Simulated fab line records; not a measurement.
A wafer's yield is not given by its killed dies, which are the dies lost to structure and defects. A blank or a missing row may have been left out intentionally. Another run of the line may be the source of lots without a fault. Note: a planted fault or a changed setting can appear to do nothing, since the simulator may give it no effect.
A lot that was struck, set against a sound lot -- flow gf180mcu -- 15 steps out of a route of 602
Sound: wafers L137.1, L137.2, L137.3. Wafers L153.3, L153.4, L153.6 were the ones struck. The cause is named last.
Each step with rows lists, per side, the tool, then ch with its chambers, then its first start. Under that, the readings that differ: sound wafers -- struck wafers -- difference of the means -- sigmas: that difference in standard deviations of wafers without a fault.
alike: a reading whose means differ by less than 2 such deviations, as well as words and numbers matching on both sides. not compared: withheld readings; readings where some wafer has no value; bounds like >300 that might hide an equal value; numbers whose values overlap and for which the record gives no deviation.
The two part at a step that has a row with sigmas, a row that says differs or no value, or rows on one side only. When numbers do not overlap yet have no deviation, they are printed without sigmas and do not part them. A reading that every wafer of one side lacks parts them only if that side has two wafers or more.

first, 3 steps without rows for these wafers: GF_V1_EXPOSE_11 (exposes mask Via1, target cd 260 nm); GF_V1_PEB_12 (peb time 90 s); GF_V1_DEVELOP_13 (develop time 60 s).
GF_V1_CD_MEAS_14: the cd target is 260 nm.
  sound: cd sem-02 at day 17 20:25; struck: cd sem-01 at day 23 23:03
reading,sound,struck,difference,sigmas
cd nm (nm),260.1 258.8 257.8,261.5 260.7 261.8,+2.4,+2
GF_V1_OVL_MEAS_15:
  sound: overlay-01 at day 17 20:32; struck: overlay-01 at day 23 23:08
  alike: V1_OVL
GF_V1_ETCH_16: etches BARC in N2/H2.
  sound on rie diel-03 ch 0,1,3, day 17 20:34; struck on rie diel-02 ch 0,2,3, day 23 23:10
  alike: drypump motor current A, n2 flow sccm, oes product au, rf fwd power W, throttle valve pct
GF_V1_ETCH_17: etches SiO2 in C4F8/O2/Ar, stops on TiN, target depth 630 nm.
  sound on rie diel-03 ch 0,1,3; struck on rie diel-02 ch 0,2,3
  alike: oes product au, rf fwd power W
GF_V1_STRIP_18: strips in O2/N2.
  sound on plasma asher-02 ch 0,1, day 17 20:41; struck on plasma asher-03 ch 0,1, day 23 23:20
  alike: drypump motor current A, heater power w, n2 flow sccm, oes product au
  not compared: rf hours counter h
then, 2 steps without rows for these wafers: GF_V1_STRIP_19 (strips in post etch residue remover, time 1200 s); GF_V1_CLEAN_20 (cleans in DIW).
GF_V1_SPUTTER_21: material Ti, target thk 15 nm, time 80.02 s.
  sound: pvd sputter-03 at day 17 21:14; struck: pvd sputter-02 at day 23 23:50
  alike: cathode dc power W, throttle valve pct
GF_V1_SPUTTER_22: material TiN, target thk 10 nm, time 40 s.
  sound: pvd sputter-03 at day 17 21:17; struck: pvd sputter-02 at day 23 23:54
  alike: cathode dc power W, throttle valve pct
GF_V1_CVD_23: deposits W, target thk 350 nm, time 105.05 s.
  sound on cvd w-01 ch 0,1, day 17 21:25; struck on cvd w-02 ch 0,1, day 23 23:58
reading,sound,struck,difference,sigmas
heater power w (W),916 898 864,1012 955 961,+83,+2
model.W_of_V1_CVD_23.thk nm (nm),340 341.8 342,601.3 613.5 611.3,+267.4,
  alike: susceptor temp C
GF_V1_RS_MEAS_24: uses a four-point probe to measure.
  sound: film metro-02 at day 17 21:31; struck: film metro-01 at day 24 00:22
reading,sound,struck,difference,sigmas
V1_W_RS (ohm/sq),0.336 0.334 0.335,0.189 0.186 0.187,-0.148,-34
  not compared: hold
then, 1 step without rows for these wafers: GF_PASSIVATION_PROBE_99.

== WHERE THEY PART ==
At GF_V1_CD_MEAS_14 first; at GF_V1_RS_MEAS_24 last (within this record only).

WHY: the cause the simulator had injected
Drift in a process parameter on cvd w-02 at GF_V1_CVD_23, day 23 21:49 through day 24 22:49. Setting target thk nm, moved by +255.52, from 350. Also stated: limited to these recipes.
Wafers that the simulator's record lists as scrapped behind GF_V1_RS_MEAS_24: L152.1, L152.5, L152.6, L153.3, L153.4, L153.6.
